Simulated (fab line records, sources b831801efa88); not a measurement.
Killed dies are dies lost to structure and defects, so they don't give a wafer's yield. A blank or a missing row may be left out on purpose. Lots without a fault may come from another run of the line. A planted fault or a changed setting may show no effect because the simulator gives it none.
A struck lot beside a sound one | flow sky130 | 17 steps out of a route of 708
Sound: wafers L329.1, L329.2, L329.3. Struck: wafers L343.4, L343.5, L343.6. The cause comes at the end.
At each step with rows: each side's tool, then ch and its chambers, then its first start. Under that, the readings that differ: sound wafers | struck wafers | difference of the means | sigmas: that difference in standard deviations of wafers without a fault.
alike: readings whose means differ by less than 2 such deviations, and words and numbers that are the same on both sides. not compared: withheld readings, readings that some wafer has no value for, bounds like >300 that may hide the same value, and numbers for which the record gives no deviation and whose values overlap.
The two part at a step that has a row with sigmas, a row that says differs or no value, or rows on one side only. Numbers that don't overlap but have no deviation are shown without sigmas and don't part them. A reading that every wafer of one side lacks parts them only if that side has two wafers or more.

first, 2 steps without rows for these wafers: SKY_NWELL_IMPLANT_12; SKY_NWELL_IMPLANT_13.
SKY_NWELL_STRIP_14: strips in O2/N2.
  sound on plasma_asher-04 ch 0,1, day 4 14:46; struck on plasma_asher-02 ch 0,1, day 8 01:10
  alike: drypump_motor_current_A, n2_flow_sccm, oes_product_au, strip_time_to_endpoint_s
  not compared: rf_hours_counter_h
SKY_NWELL_TW_MEAS_15:
  sound on film_metro-01, day 4 14:52; struck on film_metro-04, day 8 01:15
  reading  | sound          | struck         | difference | sigmas
  NWELL_TW | 1822 1815 1834 | 1862 1852 1842 | +28        | +2
then, 7 steps without rows for these wafers: SKY_NWELL_DEHYDRATE_16 (time 60 s); SKY_NWELL_HMDS_17 (prime time 60 s); SKY_NWELL_COAT_18 (resist thk 3000 nm); SKY_NWELL_SOFTBAKE_19; SKY_NWELL_EXPOSE_20 (exposes mask NWM COMPLEMENT, target cd 840 nm); SKY_NWELL_PEB_21; SKY_NWELL_DEVELOP_22 (develop time 60 s).
SKY_NWELL_OVL_MEAS_23:
  sound on overlay-02, day 5 07:51; struck on overlay-02, day 8 22:36
  alike: NWELL_01_OVL
SKY_NWELL_IMPLANT_24:
  sound on implanter-01 ch 0, day 5 07:53; struck on implanter-04 ch 0, day 8 22:41
  reading            | sound                        | struck                           | difference  | sigmas
  dose_ions_cm2      | 9.194e+12 9.19e+12 9.182e+12 | 4.5905e+13 4.5922e+13 4.5895e+13 | +3.6719e+13 | +99 or more
  faraday_current_uA | 53.7 51.5 51.4               | 259.2 268.2 268.0                | +212.9      | +99 or more
SKY_NWELL_STRIP_25: strips in O2/N2.
  sound on plasma_asher-03 ch 0,1, day 5 08:02; struck on plasma_asher-02 ch 0,1, day 8 22:48
  reading                      | sound             | struck            | difference | sigmas
  strip_time_to_endpoint_s (s) | 37.11 37.06 37.12 | 36.82 36.82 36.88 | -0.26      | -3
  alike: drypump_motor_current_A, n2_flow_sccm, oes_product_au
  not compared: rf_hours_counter_h
SKY_NWELL_TW_MEAS_26:
  sound on film_metro-04, day 5 08:08; struck on film_metro-04, day 8 22:53
  reading    | sound       | struck      | difference | sigmas
  NWELL_2_TW | 501 501 501 | 830 831 836 | +331       | +97
then, 1 step without rows for these wafers: SKY_NWELL_CLEAN_27 (cleans in SC1/SC2, time 150 s).
-- the record jumps here: 40 days lie between the struck wafers' starts before and after (it left off in module NWELL and takes up again in module PAD_OPEN, whose first step shown is number 708 of the route) --
SKY_PAD_OPEN_PROBE_99:
  sound on prober-01, day 45 23:21; struck on prober-01, day 49 05:51
  reading                                    | sound                         | struck                       | difference | sigmas
  model.etest.pfet_16v.r_on_ohm_um           | 1.561e+04 1.575e+04 1.578e+04 | 8431 8590 8500               | -7206      |
  model.etest.nfet_16v.r_on_ohm_um           | 1.406e+04 1.396e+04 1.395e+04 | 1.66e+04 1.675e+04 1.683e+04 | +2.74e+03  |
  model.etest.res_iso_pwell.rs_ohm_sq        | 3244 3433 3306                | 934.1 943.4 928.6            | -2392.3    |
  model.etest.res_pwell_under_gate.rs_ohm_sq | 2303 2282 2282                | 795.9 797 791.8              | -1494.1    |
  model.etest.res_iso_pwell.line_ohm_um      | 1226 1300 1243                | 336.4 337.8 337.5            | -919.1     |
  model.etest.tip_n_5v.rs_ohm_sq             | 1392 1388 1407                | 1649 1648 1649               | +253       |
  model.etest.res_nwell.line_ohm_um          | 1148 1182 1172                | 1339 1328 1343               | +169       |
  model.etest.res_deep_nwell.rs_ohm_sq       | 2184 2185 2181                | 2361 2358 2393               | +187       |
  alike: killed_at_M0_to_M3, killed_at_M4_up, killed_at_contacts, killed_at_front_end, killed_at_other, killed_dies, killed_on_rim, killed_open, killed_short

WHERE THEY PART
First at SKY_NWELL_TW_MEAS_15; last, within this record, at SKY_NWELL_TW_MEAS_26. Later steps at which nothing parts them and some readings are alike: SKY_PAD_OPEN_PROBE_99.

WHY: what the simulator had put in
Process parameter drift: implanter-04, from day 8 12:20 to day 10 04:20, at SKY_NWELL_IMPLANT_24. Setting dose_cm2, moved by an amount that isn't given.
